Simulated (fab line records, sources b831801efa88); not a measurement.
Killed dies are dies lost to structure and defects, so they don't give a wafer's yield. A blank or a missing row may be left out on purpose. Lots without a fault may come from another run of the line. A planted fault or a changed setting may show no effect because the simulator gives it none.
fab line records | flow sky130
record lots=6 wafers=18 last_day=51
route steps=708 shown SONOS_ONO@176 GATE_OXIDE@187 POLY_GATE@204 PAD_OPEN@708
lots that met no fault: from a run of the same line without faults
start_h: hours from the record's first day to the start of the lot's first wafer shown | wait_h: hours since the lot's step before | " the same as in the row above | L1.1+2: a row that stands for several wafers | - no value, or no start given | * or withheld: withheld | < > ~ a bound
route shown NAME@n: a module of which the file shows steps, and the number in the route of the first | usual: mean/standard deviation of fault-free wafers | same: alike in all rows | chamber/n: place in a boat | sites: the reading at each site | _std_site: their standard deviation | _edge_site: outer sites' mean less inner sites' | radius_mm: how far each site lies from the wafer's centre | mask NAME#n: copy n | behind: the tool/chamber that last shaped the wafer | hold: why the lot was held/for how many hours/how that ended | device: the transistor (n, p or np) that didn't switch | end of line: the same wafers' tests at the end of the route | a step without rows: its recipe alone | killed: dies lost to structure and defects at the first sort, not the wafer's yield | map: a wafer's dies, x killed, . not, _ none there
set.NAME: the setting as run; set.NAME@STEP: as run at that earlier step | model.NAME: the simulator's own value behind a step, which no gauge read
lots at some steps of the route; a table a step, a row a wafer
services: from which hour (start_h, from the record's first day; less than 0 if before it) a tool's chamber was out of use, for how many hours, and why
## steps
# step SKY_SONOS_ONO_COAT_08
# recipe resist=NOVOLAK spin_rpm=3000 resist_thk_nm=1140
# step SKY_SONOS_ONO_SOFTBAKE_09
# recipe temp_c=90 time_s=60 resist=NOVOLAK
# step SKY_SONOS_ONO_EXPOSE_10
# recipe mask_id=ONOM target_cd_nm=410 na=0.6 source_shape=conventional sigma_outer=0.6 dose_mj=150
# step SKY_SONOS_ONO_PEB_11
# recipe temp_c=withheld time_s=* resist=NOVOLAK
# step SKY_SONOS_ONO_DEVELOP_12
# recipe develop_time_s=60 dev_temp_c=23
# step SKY_SONOS_ONO_CD_MEAS_13
# recipe target_cd_nm=410
# usual cd_nm=409.4/2.4
# columns lot.wafer tool chamber start_h wait_h cd_nm
L157.3 cd_sem-02 - 342.90 0.1 411.4
L157.4 " - " " 410.9
L157.5 " - " " 411.6
L165.2 cd_sem-02 - 393.97 0.1 408.3
L165.3 " - " " 407.5
L165.6 " - " " 407.2
L168.1 cd_sem-02 - 431.40 0.1 407.3
L168.4 " - " " 405.8
L168.5 " - " " 407.3
L171.2 cd_sem-02 - 447.07 0.1 411.5
L171.5 " - " " 411.4
L171.6 " - " " 412.7
L173.3 cd_sem-01 - 466.59 0.1 408.7
L173.4 " - " " 408.0
L173.6 " - " " 408.6
L175.2 cd_sem-01 - 485.76 0.1 409.5
L175.3 " - " " 409.1
L175.5 " - " " 408.5
# step SKY_SONOS_ONO_OVL_MEAS_14
# usual SONOS_ONO_OVL=-1.4/1.8
# columns lot.wafer tool chamber start_h wait_h SONOS_ONO_OVL[nm]
L157.3 overlay-01 - 343.00 0.1 -2.7
L157.4 " - " " -3.5
L157.5 " - " " -3.8
L165.2 overlay-02 - 394.07 0.1 0.1
L165.3 " - " " -0.4
L165.6 " - " " -1.1
L168.1 overlay-01 - 431.52 0.1 -1.2
L168.4 " - " " -2.1
L168.5 " - " " -3.0
L171.2 overlay-01 - 447.17 0.1 -2.0
L171.5 " - " " -4.0
L171.6 " - " " -4.4
L173.3 overlay-01 - 466.68 0.1 0.8
L173.4 " - " " -0.9
L173.6 " - " " -1.8
L175.2 overlay-02 - 485.86 0.1 -0.1
L175.3 " - " " -1.5
L175.5 " - " " -1.9
# step SKY_SONOS_ONO_ETCH_15
# recipe target_depth_nm=19.52 chemistry=CHF3/O2 source_w=600 bias_w=200 pressure_mtorr=40 chf3_flow_sccm=50 O2_flow_sccm=5 time_s=7.8
# usual drypump_motor_current_A=5.7/0.44 oes_product_au=1.001/0.0074 throttle_valve_pct=8.825/0.0087
# columns lot.wafer tool chamber start_h wait_h drypump_motor_current_A oes_product_au rf_hours_counter_h throttle_valve_pct
L157.3 rie_diel-01 3 343.02 0.0 5.6 1.002 24 8.823
L157.4 " 1 " " 5.1 1.007 3 8.795
L157.5 " 0 " " 6.0 1.003 - 8.815
L165.2 rie_diel-04 3 394.10 0.0 6.3 1.014 1 8.832
L165.3 " 0 " " 5.7 1.008 35 8.834
L165.6 " 2 " " 5.7 1.014 - 8.826
L168.1 rie_diel-02 3 431.55 0.0 5.8 0.998 15 8.835
L168.4 " 2 " " 4.9 1.001 4 8.835
L168.5 " 2 " " 4.9 0.989 - 8.825
L171.2 rie_diel-01 3 447.20 0.0 5.6 0.994 25 8.811
L171.5 " 3 " " 5.6 0.994 - 8.834
L171.6 " 0 " " 6.0 0.997 - 8.822
L173.3 rie_diel-01 1 466.70 0.0 5.1 1.001 5 8.832
L173.4 " 2 " " 6.4 0.996 24 8.813
L173.6 " 1 " " 5.0 0.992 - 8.809
L175.2 rie_diel-04 3 485.89 0.0 6.3 1.016 3 8.817
L175.3 " 1 " " 5.2 0.995 1 8.821
L175.5 " 1 " " 5.3 1.000 - 8.814
# step SKY_SONOS_ONO_WET_ETCH_16
# recipe chemistry=dHF target_depth_nm=14 dry=n2_spin target=SiO2 dilution=100:1 temp_c=25 time_s=280
# step SKY_SONOS_ONO_STRIP_17
# recipe chemistry=O2/N2 power_w=1400 pressure_mtorr=1500 platen_temp_c=withheld o2_flow_sccm=3000 n2_flow_sccm=300 overash_fraction=0.5
# usual drypump_motor_current_A=5.9/0.47 oes_product_au=0.710/0.0042 strip_time_to_endpoint_s=14.10/0.04
# columns lot.wafer tool chamber start_h wait_h drypump_motor_current_A oes_product_au rf_hours_counter_h strip_time_to_endpoint_s
L157.3 plasma_asher-04 0 343.16 0.0 5.5 0.712 - 14.10
L157.4 " 1 " " 5.6 0.710 - 14.08
L157.5 " 0 " " 5.6 0.709 - 14.09
L165.2 plasma_asher-01 1 394.21 0.0 6.5 0.716 28 14.06
L165.3 " 1 " " 6.5 0.712 - 14.08
L165.6 " 0 " " 6.4 0.712 - 14.07
L168.1 plasma_asher-04 0 431.66 0.0 5.5 0.707 75 14.12
L168.4 " 0 " " 5.5 0.710 - 14.07
L168.5 " 1 " " 5.6 0.703 - 14.12
L171.2 plasma_asher-01 0 447.31 0.0 6.4 0.714 34 14.11
L171.5 " 1 " " 6.5 0.709 - 14.15
L171.6 " 0 " " 6.4 0.713 - 14.08
L173.3 plasma_asher-01 0 466.84 0.0 6.4 0.711 - 14.08
L173.4 " 1 " " 6.5 0.714 - 14.11
L173.6 " 1 " " 6.4 0.707 - 14.12
L175.2 plasma_asher-03 1 486.01 0.0 6.4 0.714 63 14.15
L175.3 " 1 " " 6.4 0.712 - 14.17
L175.5 " 1 " " 6.4 0.710 - 14.19
# step SKY_SONOS_ONO_WET_ETCH_18
# recipe chemistry=H3PO4 target_depth_nm=15 target=Si3N4 temp_c=160 time_s=172
# step SKY_GATE_OXIDE_CLEAN_00
# recipe chemistry=SC1/SC2 mix=1:4:20 temp_c=70 time_s=150 dry=n2_spin
# step SKY_GATE_OXIDE_OXIDATION_01
# recipe temp_c=900 ambient=O2 stabilise_s=600 purge_s=300 target_thk_a=102.68 ox_time_s=1473
# usual tube_center_temp_C=900/0.081 zone_power_bottom_pct=29/3.4 zone_power_lower_pct=21.2/2.9
# same purge_s=300
# columns lot.wafer tool chamber start_h wait_h tube_center_temp_C zone_power_bottom_pct zone_power_lower_pct
L157.3 furnace-01 0 343.33 0.0 899.99 26 24.0
L157.4 " 0 " " 900.07 26 24.4
L157.5 " 0 " " 900 25 24.2
L157.3 furnace-02 0 344.98 0.2 899.84 33 17.9
L157.4 " 0 " " 899.9 33 17.6
L157.5 " 0 " " 899.88 33 17.7
L165.2 furnace-02 0 394.89 0.5 899.92 33 18.0
L165.3 " 0 " " 899.77 33 18.0
L165.6 " 0 " " 900.09 32 18.1
L165.2 furnace-01 0 396.63 0.3 900.04 26 23.9
L165.3 " 0 " " 899.98 26 23.9
L165.6 " 0 " " 900.04 26 23.6
L168.1 furnace-02 0 431.95 0.1 900.07 33 18.3
L168.4 " 0 " " 900.07 33 17.9
L168.5 " 0 " " 899.9 33 18.1
L171.2 furnace-01 0 447.51 0.0 900.15 26 23.8
L171.5 " 0 " " 900.03 26 24.1
L171.6 " 0 " " 900 26 23.9
L173.3 furnace-01 0 467.38 0.4 899.89 26 23.4
L173.4 " 0 " " 899.93 26 23.6
L173.6 " 0 " " 899.82 26 23.9
L175.2 furnace-01 0 488.45 2.2 900.11 26 23.5
L175.3 " 0 " " 900.02 26 23.4
L175.5 " 0 " " 899.95 26 23.5
# step SKY_GATE_OXIDE_THK_MEAS_02
# recipe reads=SiO2_of_GATE_OXIDE_OXIDATION_01
# usual GATE_OXIDE_OXIDATION_00_THK=10.36/0.18
# columns lot.wafer tool chamber start_h wait_h GATE_OXIDE_OXIDATION_00_THK[nm]
L157.3 film_metro-04 - 346.40 0.0 16.39
L157.4 " - " " 15.99
L157.5 " - " " 15.91
L165.2 film_metro-01 - 398.05 0.0 16.74
L165.3 " - " " 16.85
L165.6 " - " " 16.92
L168.1 film_metro-04 - 433.36 0.0 10.32
L168.4 " - " " 10.55
L168.5 " - " " 10.33
L171.2 film_metro-03 - 448.93 0.0 10.59
L171.5 " - " " 10.58
L171.6 " - " " 10.63
L173.3 film_metro-01 - 468.81 0.0 10.62
L173.4 " - " " 10.44
L173.6 " - " " 10.57
L175.2 film_metro-03 - 489.87 0.0 10.51
L175.3 " - " " 10.69
L175.5 " - " " 10.58
# step SKY_GATE_OXIDE_DEHYDRATE_03
# recipe temp_c=200 time_s=60
# step SKY_GATE_OXIDE_HMDS_04
# recipe prime_time_s=60 prime_temp_c=120
# step SKY_GATE_OXIDE_COAT_05
# recipe resist=NOVOLAK spin_rpm=3000 resist_thk_nm=1140
# step SKY_GATE_OXIDE_SOFTBAKE_06
# recipe temp_c=90 time_s=60 resist=NOVOLAK
# step SKY_GATE_OXIDE_EXPOSE_07
# recipe mask_id=LVOM na=0.6 source_shape=conventional sigma_outer=0.6 polarization=unpolarized target_cd_nm=600 dose_mj=170
# step SKY_GATE_OXIDE_PEB_08
# recipe temp_c=withheld time_s=* resist=NOVOLAK
# step SKY_GATE_OXIDE_DEVELOP_09
# recipe resist=NOVOLAK developer=TMAH develop_time_s=60 dev_temp_c=23
# step SKY_GATE_OXIDE_OVL_MEAS_10
# usual GATE_OXIDE_OVL=1.1/1.3
# columns lot.wafer tool chamber start_h wait_h GATE_OXIDE_OVL[nm]
L157.3 overlay-01 - 372.49 0.1 0.4
L157.4 " - " " 1.0
L157.5 " - " " 1.4
L165.2 overlay-01 - 425.93 0.1 3.3
L165.3 " - " " 1.8
L165.6 " - " " 3.8
L168.1 overlay-02 - 464.27 0.1 1.1
L168.4 " - " " 1.6
L168.5 " - " " 1.5
L171.2 overlay-02 - 479.83 0.1 -1.1
L171.5 " - " " 1.8
L171.6 " - " " 2.4
L173.3 overlay-02 - 499.31 0.1 2.4
L173.4 " - " " 1.1
L173.6 " - " " 2.4
L175.2 overlay-02 - 519.18 0.1 -2.5
L175.3 " - " " -0.4
L175.5 " - " " -1.2
# step SKY_GATE_OXIDE_IMPLANT_11
# recipe species=B energy_kev=10 dose_cm2=2.6e+12 tilt_deg=withheld
# step SKY_GATE_OXIDE_WET_ETCH_12
# recipe chemistry=dHF target_depth_nm=16.8 dry=n2_spin target=SiO2 dilution=100:1 temp_c=25 time_s=336
# step SKY_GATE_OXIDE_STRIP_13
# recipe chemistry=O2/N2 power_w=1400 pressure_mtorr=1500 platen_temp_c=withheld o2_flow_sccm=3000 n2_flow_sccm=300 overash_fraction=0.5
# usual drypump_motor_current_A=5.6/0.33 oes_product_au=0.715/0.0047 strip_time_to_endpoint_s=14.18/0.046
# columns lot.wafer tool chamber start_h wait_h drypump_motor_current_A oes_product_au rf_hours_counter_h strip_time_to_endpoint_s
L157.3 plasma_asher-04 1 372.92 0.0 5.7 0.718 - 14.12
L157.4 " 0 " " 5.6 0.729 - 14.14
L157.5 " 0 " " 5.5 0.719 - 14.12
L165.2 plasma_asher-03 1 426.21 0.0 6.4 0.713 57 14.16
L165.3 " 0 " " 5.3 0.718 - 14.26
L165.6 " 1 " " 6.4 0.720 - 14.14
L168.1 plasma_asher-04 1 464.56 0.0 5.6 0.708 78 14.16
L168.4 " 1 " " 5.6 0.719 - 14.17
L168.5 " 1 " " 5.6 0.713 - 14.18
L171.2 plasma_asher-03 0 480.11 0.0 5.3 0.723 62 14.16
L171.5 " 0 " " 5.3 0.719 - 14.17
L171.6 " 1 " " 6.4 0.719 - 14.21
L173.3 plasma_asher-04 1 499.63 0.0 5.6 0.715 - 14.06
L173.4 " 0 " " 5.5 0.717 - 14.07
L173.6 " 1 " " 5.6 0.725 - 14.07
L175.2 plasma_asher-02 1 519.46 0.0 5.4 0.707 8 14.23
L175.3 " 1 " " 5.4 0.715 - 14.23
L175.5 " 1 " " 5.4 0.713 - 14.25
# step SKY_GATE_OXIDE_TW_MEAS_14
# usual GATE_OXIDE_TW=225.3/2.2
# columns lot.wafer tool chamber start_h wait_h GATE_OXIDE_TW
L157.3 film_metro-04 - 373.00 0.1 227.2
L157.4 " - " " 227.5
L157.5 " - " " 227.2
L165.2 film_metro-04 - 426.32 0.1 225.4
L165.3 " - " " 225.1
L165.6 " - " " 224.7
L168.1 film_metro-04 - 464.66 0.1 227.3
L168.4 " - " " 225.7
L168.5 " - " " 226.9
L171.2 film_metro-03 - 480.22 0.1 225.9
L171.5 " - " " 226.3
L171.6 " - " " 225.3
L173.3 film_metro-03 - 499.71 0.1 226.3
L173.4 " - " " 226.0
L173.6 " - " " 226.8
L175.2 film_metro-04 - 519.57 0.1 224.1
L175.3 " - " " 223.6
L175.5 " - " " 225.5
# step SKY_GATE_OXIDE_CLEAN_15
# recipe chemistry=SC1/SC2 mix=1:4:20 temp_c=70 time_s=150 dry=n2_spin
# columns lot.wafer tool chamber start_h wait_h model.SiO2_of_GATE_OXIDE_OXIDATION_01.thk_nm
L157.3 wet_bench-02 0 373.04 0.0 16.08
L157.4 " 0 " " 15.72
L157.5 " 0 " " 15.53
L165.2 wet_bench-02 0 426.37 0.0 16.4
L165.3 " 0 " " 16.47
L165.6 " 0 " " 16.61
L168.1 wet_bench-02 1 464.72 0.1 9.982
L168.4 " 1 " " 10.2
L168.5 " 1 " " 10.01
L171.2 wet_bench-04 0 480.27 0.0 10.28
L171.5 " 0 " " 10.23
L171.6 " 0 " " 10.27
L173.3 wet_bench-04 0 499.75 0.0 10.24
L173.4 " 0 " " 10.13
L173.6 " 0 " " 10.19
L175.2 wet_bench-01 2 519.62 0.0 10.18
L175.3 " 2 " " 10.32
L175.5 " 2 " " 10.25
# step SKY_GATE_OXIDE_OXIDATION_16
# recipe temp_c=800 ambient=O2 idle_temp_c=700 ramp_up_c_per_min=10 ramp_down_c_per_min=3 stabilise_s=600 purge_s=300 target_thk_a=35.7 ox_time_s=1915
# usual tube_center_temp_C=799.99/0.072 zone_power_bottom_pct=23.5/2.5 zone_power_lower_pct=15.8/2.2
# same purge_s=300
# columns lot.wafer tool chamber start_h wait_h tube_center_temp_C zone_power_bottom_pct zone_power_lower_pct model.SiO2_of_GATE_OXIDE_OXIDATION_01.thk_nm
L157.3 furnace-02 0 373.30 0.2 799.98 25.2 14.1 17.41
L157.4 " 0 " " 799.97 25.2 14.3 17.06
L157.5 " 0 " " 799.98 25.2 14.2 16.88
L165.2 furnace-02 0 427.51 1.1 799.98 25.6 14.2 17.78
L165.3 " 0 " " 799.96 25.2 14.0 17.83
L165.6 " 0 " " 799.92 25.1 14.0 17.94
L168.1 furnace-02 0 464.77 0.0 800.11 24.9 14.1 11.7
L168.4 " 0 " " 799.98 25.3 13.9 11.95
L168.5 " 0 " " 799.94 25.7 13.9 11.77
L171.2 furnace-02 0 480.32 0.0 799.91 25.5 14.1 11.96
L171.5 " 0 " " 800.09 25.4 14.0 11.92
L171.6 " 0 " " 800.02 25.5 14.2 11.93
L173.3 furnace-01 0 499.80 0.0 800 20.1 18.4 11.99
L173.4 " 0 " " 799.97 20.0 18.8 11.91
L173.6 " 0 " " 799.96 20.3 18.7 11.98
L175.2 furnace-01 0 519.67 0.0 800.1 20.5 18.7 11.89
L175.3 " 0 " " 799.93 20.3 18.7 12
L175.5 " 0 " " 800.08 20.0 18.6 11.93
# step SKY_POLY_GATE_CVD_00
# recipe material=poly-Si target_thk_nm=180 temp_c=620 time_s=720 pressure_mtorr=200
# step SKY_PAD_OPEN_PROBE_99
# usual killed_at_M0_to_M3=43/6.6 killed_at_M4_up=3.1/1.9 killed_at_contacts=24/5.2 killed_at_front_end=16/4.5 killed_at_other=0.4/0.62 killed_dies=87/9 killed_open=48/7 killed_short=39/6.2
# same gross_dies=492 killed_at_back_side=0
# columns lot.wafer tool chamber start_h wait_h killed_at_M0_to_M3 killed_at_M4_up killed_at_contacts killed_at_front_end killed_at_other killed_dies killed_open killed_short model.etest.nfet_16v.r_on_ohm_um model.etest.tip_sonos.rs_ohm_sq model.etest.pfet_16v.r_on_ohm_um model.etest.pfet_g5v0d10v5.r_on_ohm_um model.etest.nfet_g5v0d10v5.r_on_ohm_um model.etest.tip_p.rs_ohm_sq model.etest.nfet_g5v0d10v5.drive_ua_um model.etest.pfet_01v8.r_on_ohm_um
L157.3 prober-01 - 1129.44 0.2 49 3 32 14 0 98 58 40 1.712e+04 5186 1.747e+04 6230 2379 7165 405.1 3131
L157.4 prober-01 - 1129.49 0.2 42 1 36 10 0 89 51 38 1.685e+04 4932 1.736e+04 6037 2345 7112 418.4 3091
L157.5 prober-01 - 1129.54 0.2 47 2 22 21 1 93 50 43 1.663e+04 4772 1.679e+04 6104 2374 7163 420.4 3172
L165.2 prober-02 - 1175.43 0.1 35 1 23 17 0 76 41 32 1.718e+04 5300 1.73e+04 6103 2406 7306 403.1 3122
L165.3 prober-02 - 1175.48 0.2 32 9 24 20 0 85 44 41 1.74e+04 5422 1.743e+04 6225 2399 7203 401.9 3116
L165.6 prober-02 - 1175.63 0.2 40 3 34 10 0 87 50 37 1.731e+04 5508 1.739e+04 6246 2410 7284 396.3 3122
L168.1 prober-01 - 1196.56 0.1 39 0 19 17 0 75 47 27 1.414e+04 2639 1.49e+04 4748 1859 6822 604.9 2876
L168.4 prober-01 - 1196.71 0.2 41 3 27 19 0 90 51 39 1.417e+04 2690 1.51e+04 4830 1891 6812 592.5 2960
L168.5 prober-01 - 1196.76 0.2 42 2 35 10 0 89 49 40 1.422e+04 2648 1.515e+04 4777 1873 6826 599.4 2917
L173.3 prober-02 - 1209.46 0.2 43 5 31 12 1 92 49 43 1.449e+04 2702 1.511e+04 4815 1903 7014 591.9 3026
L173.4 prober-02 - 1209.51 0.2 50 4 18 26 2 100 51 49 1.432e+04 2694 1.518e+04 4715 1885 6987 597.2 2922
L173.6 prober-02 - 1209.61 0.2 50 4 18 14 0 86 49 37 1.438e+04 2742 1.517e+04 4656 1887 7018 591.1 2937
L171.2 prober-02 - 1213.21 0.1 50 1 21 11 1 84 47 37 1.404e+04 2700 1.523e+04 4761 1898 6845 599.7 2857
L171.5 prober-02 - 1213.36 0.2 55 3 14 8 0 80 51 29 1.415e+04 2718 1.551e+04 4811 1888 6832 597.2 2947
L171.6 prober-02 - 1213.41 0.2 49 5 19 7 0 80 36 44 1.404e+04 2708 1.513e+04 4747 1879 6840 599 2845
L175.2 prober-01 - 1219.16 0.1 38 2 18 18 0 76 44 31 1.415e+04 2628 1.518e+04 4736 1872 6919 597.5 2876
L175.3 prober-01 - 1219.21 0.2 53 3 27 18 0 101 52 49 1.426e+04 2670 1.522e+04 4842 1912 6873 590.4 2968
L175.5 prober-01 - 1219.31 0.2 41 6 19 18 0 84 37 47 1.427e+04 2637 1.535e+04 4813 1907 6908 597.6 2941
# killed by level:class
L157.3 CONTACT:geometric_particle:open=14 VIA1:geometric_particle:open=9 LI_CONTACT:geometric_particle:open=8 VIA2:geometric_particle:open=8 VIA1:geometric_particle:short=7 FIELD_ISO:geometric_particle:short=5 VIA3:geometric_particle:open=5 LOCAL_INTERCONNECT:geometric_particle:short=5
L157.4 LI_CONTACT:geometric_particle:open=12 CONTACT:geometric_particle:open=8 VIA1:geometric_particle:open=8 LOCAL_INTERCONNECT:geometric_particle:open=6 CONTACT:geometric_particle:short=6 VIA2:geometric_particle:short=6 METAL1:geometric_particle:short=5 VIA1:geometric_particle:short=5
L157.5 VIA1:geometric_particle:open=11 VIA2:geometric_particle:open=10 LI_CONTACT:geometric_particle:open=7 CONTACT:geometric_particle:open=6 VIA1:geometric_particle:short=6 FIELD_ISO:geometric_particle:short=5 POLY_GATE:geometric_particle:open=4 CONTACT:geometric_particle:short=4
L165.2 VIA1:geometric_particle:open=9 CONTACT:geometric_particle:open=8 VIA3:geometric_particle:open=7 FIELD_ISO:geometric_particle:short=6 LI_CONTACT:geometric_particle:open=6 FIELD_ISO:geometric_particle:open=5 VIA1:geometric_particle:short=5 VIA2:geometric_particle:open=5
L165.3 LI_CONTACT:geometric_particle:open=8 METAL4:geometric_particle:short=8 VIA2:geometric_particle:open=7 POLY_GATE:geometric_particle:open=6 CONTACT:geometric_particle:open=6 LOCAL_INTERCONNECT:geometric_particle:short=5 METAL1:geometric_particle:short=5 VIA1:geometric_particle:open=4
L165.6 LI_CONTACT:geometric_particle:open=13 VIA1:geometric_particle:open=9 VIA3:geometric_particle:open=7 METAL2:geometric_particle:short=7 CONTACT:geometric_particle:short=6 CONTACT:geometric_particle:open=6 VIA2:geometric_particle:open=5 LI_CONTACT:geometric_particle:short=4
L168.1 VIA1:geometric_particle:open=14 CONTACT:geometric_particle:open=9 VIA3:geometric_particle:open=6 POLY_GATE:geometric_particle:open=5 LI_CONTACT:geometric_particle:open=5 METAL1:geometric_particle:short=5 SPACER:geometric_particle:short=3 VIA2:geometric_particle:open=3
L168.4 VIA1:geometric_particle:open=12 CONTACT:geometric_particle:open=10 VIA1:geometric_particle:short=8 FIELD_ISO:geometric_particle:open=7 VIA3:geometric_particle:open=7 FIELD_ISO:geometric_particle:short=6 LI_CONTACT:geometric_particle:open=6 LOCAL_INTERCONNECT:geometric_particle:short=5
L168.5 VIA1:geometric_particle:open=15 CONTACT:geometric_particle:open=12 LOCAL_INTERCONNECT:geometric_particle:short=9 METAL1:geometric_particle:short=8 LI_CONTACT:geometric_particle:open=6 VIA3:geometric_particle:open=5 CONTACT:geometric_particle:short=4 VIA2:geometric_particle:open=4
L173.3 VIA1:geometric_particle:open=10 CONTACT:geometric_particle:open=9 LI_CONTACT:geometric_particle:open=8 VIA3:geometric_particle:open=7 METAL1:geometric_particle:short=6 LOCAL_INTERCONNECT:geometric_particle:short=5 CONTACT:geometric_particle:short=5 POLY_GATE:geometric_particle:open=4
L173.4 VIA1:geometric_particle:open=10 FIELD_ISO:geometric_particle:open=8 LI_CONTACT:geometric_particle:open=8 VIA3:geometric_particle:short=7 FIELD_ISO:geometric_particle:short=6 CONTACT:geometric_particle:open=6 METAL1:geometric_particle:short=6 VIA1:geometric_particle:short=6
L173.6 VIA1:geometric_particle:open=11 LI_CONTACT:geometric_particle:open=7 VIA2:geometric_particle:open=7 POLY_GATE:geometric_particle:open=6 CONTACT:geometric_particle:open=6 METAL1:geometric_particle:short=6 VIA2:geometric_particle:short=6 VIA3:geometric_particle:short=4
L171.2 VIA1:geometric_particle:open=16 VIA1:geometric_particle:short=11 CONTACT:geometric_particle:open=10 POLY_GATE:geometric_particle:open=5 VIA3:geometric_particle:open=5 FIELD_ISO:geometric_particle:short=4 LI_CONTACT:geometric_particle:open=4 LI_CONTACT:geometric_particle:short=4
L171.5 VIA1:geometric_particle:open=15 VIA3:geometric_particle:open=9 CONTACT:geometric_particle:open=8 METAL2:geometric_particle:short=8 VIA2:geometric_particle:open=8 METAL1:geometric_particle:short=5 FIELD_ISO:geometric_particle:short=4 METAL2:geometric_particle:open=3
L171.6 VIA2:geometric_particle:open=7 VIA3:geometric_particle:open=7 CONTACT:geometric_particle:open=6 VIA1:geometric_particle:open=6 VIA1:geometric_particle:short=6 VIA3:geometric_particle:short=5 METAL1:geometric_particle:short=5 METAL2:geometric_particle:short=5
L175.2 VIA1:geometric_particle:open=11 LI_CONTACT:geometric_particle:open=9 VIA2:geometric_particle:open=8 FIELD_ISO:geometric_particle:short=5 POLY_GATE:geometric_particle:short=5 METAL2:geometric_particle:short=4 VIA1:geometric_particle:short=4 LOCAL_INTERCONNECT:geometric_particle:short=3
L175.3 CONTACT:geometric_particle:open=10 METAL2:geometric_particle:short=9 VIA1:geometric_particle:open=8 VIA3:geometric_particle:open=8 VIA3:geometric_particle:short=7 LI_CONTACT:geometric_particle:open=5 METAL1:geometric_particle:short=5 VIA2:geometric_particle:open=5
L175.5 CONTACT:geometric_particle:open=8 VIA2:geometric_particle:open=7 VIA1:geometric_particle:open=6 CONTACT:geometric_particle:short=6 METAL1:geometric_particle:short=6 VIA3:geometric_particle:open=6 POLY_GATE:geometric_particle:short=5 POLY_GATE:geometric_particle:open=5
## services
# columns tool chamber start_h hours kind
wet_bench-02 - 322.76 3.0 repair
plasma_asher-03 - 331.40 5.6 repair
rie_diel-02 - 331.49 0.3 repair
plasma_asher-03 - 350.89 2.3 repair
wet_bench-04 - 357.35 1.3 repair
furnace-01 - 365.99 3.8 pm
plasma_asher-03 - 376.49 15.3 repair
wet_bench-02 - 379.01 3.3 repair
wet_bench-02 - 395.66 1.9 pm
rie_diel-02 2 405.40 9.6 repair
plasma_asher-03 - 406.62 11.4 repair
rie_diel-01 - 409.35 0.4 repair
plasma_asher-02 - 421.25 9.0 pm
plasma_asher-02 - 430.25 2.8 pm
plasma_asher-02 - 433.00 4.3 pm
rie_diel-01 2 433.43 2.8 repair
rie_diel-04 2 456.52 4.5 repair
rie_diel-02 0 466.82 7.2 repair
rie_diel-04 - 467.41 14.6 pm
furnace-02 - 476.16 3.7 pm
furnace-01 - 483.89 3.0 pm
furnace-02 - 486.93 3.7 pm
plasma_asher-01 - 499.69 2.2 repair
plasma_asher-04 - 508.81 2.3 repair
## key
first_sign step=SKY_GATE_OXIDE_OXIDATION_01 reading=visit direction=added
effect step=SKY_GATE_OXIDE_THK_MEAS_02 reading=GATE_OXIDE_OXIDATION_00_THK direction=up sigmas=33 usual=10.36 struck=16.47
model_effect step=SKY_GATE_OXIDE_CLEAN_15 value=SiO2_of_GATE_OXIDE_OXIDATION_01.thk_nm without=9.883 struck=16.13
model_effect step=SKY_GATE_OXIDE_OXIDATION_16 value=SiO2_of_GATE_OXIDE_OXIDATION_01.thk_nm without=11.62 struck=17.48
model_effect step=SKY_PAD_OPEN_PROBE_99 value=etest.nfet_16v.r_on_ohm_um without=1.389e+04 struck=1.708e+04
met_at SKY_GATE_OXIDE_OXIDATION_01
struck_wafers L157.3,L157.4,L157.5,L165.2,L165.3,L165.6
tester_left_out L157,L165
fault kind=repeated_step_whole tool=furnace-01,furnace-02 chamber=- onset_h=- steps=SKY_GATE_OXIDE_OXIDATION_01 times=1 scope=struck_lots_only
# tester_left_out: of these lots the tester's yield and bins aren't shown, on N5 and GAA mostly nor the transistor test; their killed dies are dies lost to structure and defects alone, not to doping, threshold or leakage, so they don't give the yield
